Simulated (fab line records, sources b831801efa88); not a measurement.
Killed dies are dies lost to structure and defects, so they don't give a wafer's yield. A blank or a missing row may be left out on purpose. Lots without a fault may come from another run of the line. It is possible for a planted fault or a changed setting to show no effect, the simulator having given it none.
Which of the tools did it?	flow sky130	Sampling: 24 lots, 72 wafers, 2 of 708 route steps

WHAT THE GAUGES READ, wafer by wafer
SKY_SONOS_TUNNEL_TW_MEAS_12. Usual: for SONOS_TUNNEL_TW the level is 198.5 and the standard deviation is 1.1.
lot	measured	on	SONOS_TUNNEL_TW	flag
L075	day 11 20:44	filmMetro-03	198.8 198.1 198.5	
L074	day 11 22:21	filmMetro-02	198.3 199.2 198.6	
L076	day 12 02:13	filmMetro-02	199.4 199.4 199.8	
L077	day 12 03:29	filmMetro-02	200.6 199.1 199.5	
L078	day 12 10:13	filmMetro-04	197.6 197.0 197.0	
L079	day 12 20:47	filmMetro-04	197.1 196.2 197.1	
L080	day 13 10:19	filmMetro-03	197.6 198.2 197.5	
L081	day 13 21:43	filmMetro-02	198.5 198.4 199.2	
L082	day 14 08:44	filmMetro-03	198.3 197.7 199.1	
L083	day 14 18:47	filmMetro-04	197.6 197.2 197.8	
L084	day 14 19:05	filmMetro-02	199.2 200.8 199.2	
L085	day 15 08:36	filmMetro-03	200.1 198.4 198.4	
L086	day 15 12:58	filmMetro-02	199.2 199.9 198.8	
L087	day 16 01:31	filmMetro-02	198.6 198.4 199.3	
L089	day 16 06:11	filmMetro-03	199.4 198.4 199.2	
L088	day 16 06:20	filmMetro-02	199.2 198.6 198.6	
L090	day 16 18:07	filmMetro-02	198.4 197.5 199.1	
L091	day 16 21:13	filmMetro-03	198.7 198.7 199.1	
L092	day 17 09:53	filmMetro-03	197.9 198.2 199.0	
L093	day 17 17:30	filmMetro-04	197.0 197.0 197.7	
L094	day 17 23:55	filmMetro-04	196.5 197.4 197.8	
L095	day 18 02:28	filmMetro-02	199.1 200.1 199.7	
L096	day 18 10:46	filmMetro-02	200.4 199.8 200.6	
L097	day 18 22:04	filmMetro-04	197.1 197.0 197.1	

SKY_POLY_GATE_CD_MEAS_22. Usual: cdNm reads 149.9 nm (standard deviation 2.6).
lot	measured	on	cdNm (nm)	flag
L075	day 17 00:10	cdSem-01	153.3 148.8 147.9	
L074	day 17 01:28	cdSem-01	148.4 146.1 148.6	
L076	day 17 05:14	cdSem-02	149.2 150.5 151.6	
L077	day 17 07:49	cdSem-02	152.7 148.0 153.7	
L078	day 17 14:05	cdSem-02	150.3 147.2 148.8	
L079	day 18 01:15	cdSem-02	151.5 148.7 155.0	
L080	day 18 15:49	cdSem-02	153.0 153.5 155.0	
L081	day 19 06:22	cdSem-01	150.3 149.5 149.0	
L082	day 19 18:26	cdSem-01	150.7 152.0 150.6	
L083	day 20 11:13	cdSem-01	152.4 150.8 150.9	
L084	day 20 09:52	cdSem-01	149.6 149.5 150.6	
L085	day 20 21:28	cdSem-02	151.3 150.6 148.4	
L086	day 21 03:20	cdSem-01	147.6 148.1 149.7	
L087	day 21 17:01	cdSem-01	148.8 150.4 148.8	
L089	day 21 23:07	cdSem-01	147.0 150.2 151.2	
L088	day 21 21:43	cdSem-02	149.5 148.9 147.4	
L090	day 22 09:32	cdSem-02	149.5 149.5 148.6	
L091	day 22 15:15	cdSem-01	145.8 152.6 150.1	
L092	day 23 00:49	cdSem-01	152.4 151.3 152.5	
L093	day 23 12:51	cdSem-01	149.3 149.7 147.7	
L094	day 23 15:10	cdSem-02	150.7 150.2 143.1	
L095	day 23 19:04	cdSem-02	145.5 148.3 148.8	
L096	day 24 11:58	cdSem-01	154.1 153.6 154.2	
L097	day 24 17:38	cdSem-02	147.8 150.7 145.6	

EACH LOT AND THE TOOL THAT RAN IT (in order: tool; ch and the chambers of the sampled wafers; start)
Before these readings, the record contains no process step.

WHAT THE TOOLS THEMSELVES READ (means of the sampled wafers that have a number; where no wafer has one, the mark that the record gives instead)
The record holds no such reading with a usual standard deviation.

THE ANSWER, worked out from the rows above alone
Rule: a lot is off if the mean of its wafers that have a number lies more than 3 standard deviations from the usual mean. A lot without any number at a reading at which 4 lots or more have one is off too. All remaining lots with rows at the step are treated as sound. After the gauges, taken in route order, come the tools' own readings; for these a lot's mean is taken, as printed above. At the first step where some lot is off, the reading lying furthest off is the one used; lots without a number count as furthest.
Nothing can be told from this: no lot is off at any reading shown.

WHAT HAD BEEN PUT IN BY THE SIMULATOR
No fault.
